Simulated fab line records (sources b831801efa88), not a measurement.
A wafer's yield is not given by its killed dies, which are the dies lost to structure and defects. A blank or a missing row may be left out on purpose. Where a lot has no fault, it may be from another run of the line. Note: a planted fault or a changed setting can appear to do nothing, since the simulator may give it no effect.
Problem report in the 8D (eight disciplines) form, filled by code ; flow sky130 ; the parts of the form that need people (team, actions taken, sign-off) are left out

1. THE PROBLEM
Wafers without a fault read 3.2, standard deviation 1.9; killed_at_M4_up at SKY_PAD_OPEN_PROBE_99 reads a mean of 27.5 on 2 wafers belonging to 2 lots. Relative to the usual mean, that is a shift of +13 standard deviations.
First observed at day 49 18:53: wafer L654.5, on prober-01. Wafers with a number at this step in the record: 36, from 12 lots. By rule, "out" or "out of limits" means more than 4 standard deviations away from the usual mean. Any other wafer with a number is counted as sound.

2. WHAT THIS IS AND IS NOT
question;is;is not
which readings at this step;killed_at_M4_up, sort_bin_3_pad_short;killed_at_M0_to_M3, killed_at_contacts, killed_at_front_end, killed_at_other, killed_open, killed_short, sort_bin_5_function, sort_bin_6_memory
which lots;L654, L655;L638, L639, L641, L642, L645, L653, L657, L658, L659, L661
which wafers of those lots;L654.5, L655.1;L654.3, L654.6, L655.2, L655.6
read on which tools;prober-01, prober-02;-
when;from day 49 18:53;"up to then (19 sound wafers); but 15 sound wafers of L654, L655, L657, L658, L659, L661 came after"

3. THE SUSPECTS, EACH WITH WHAT RULES IT OUT
Counting: a tool at a process step up to the reading stays a suspect if it ran every lot that is out. Sound lots after the first of them don't rule it out here, since some wafers of a struck lot are sound.
- plasma_asher-02 at SKY_METAL5_STRIP_16 (strips in O2/N2): kept. It processed each lot that is out (first: L654, day 48 03:49); up to then, its last sound lot is L653 (day 47 23:02).
- The sound lot-mates ran in chamber 0 of plasma_asher-02 at SKY_METAL5_STRIP_16, but the wafers that are out ran in chamber 1.
Left after counting: plasma_asher-02 at SKY_METAL5_STRIP_16.

4. THE CAUSE (what the simulator had put in)
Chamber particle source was plasma_asher-02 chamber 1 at SKY_METAL5_STRIP_16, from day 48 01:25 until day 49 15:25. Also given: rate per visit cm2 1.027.
The count eliminated every tool but this one.

5. THE CHAIN OF EFFECTS, in route order
One row per reading whose mean, taken over the struck wafers that have a number, lies over 3 standard deviations from the usual. Scope: only readings with a usual standard deviation given in the record; hours: median across lots of the time from each lot's start at the first step in this table that gives one to its start at this step; sigmas: change in usual standard deviations.
hours;step;reading;usual;on struck wafers;change;sigmas
0;SKY_PAD_OPEN_PROBE_99;killed_at_M4_up;3.2;27.5;+24.3;+13
0;SKY_PAD_OPEN_PROBE_99;sort_bin_3_pad_short;0.8 %;2.7;+1.9;+4.8
It contains these process steps:
- SKY_PAD_OPEN_PROBE_99

6. WHAT WOULD HAVE CAUGHT IT SOONER
In this record the first reading out of limits was taken at day 49 18:53, 41 hours after the fault began at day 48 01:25.
An alarm limit of 4 standard deviations would not have fired on the tool readings at SKY_METAL5_STRIP_16 for which the record gives a usual standard deviation, since none of them was out on any struck wafer.
All the lots that are out (2) had begun SKY_METAL5_STRIP_16 on plasma_asher-02 by day 49 18:53. Had the tool been put on hold then, not one of them would have been saved.
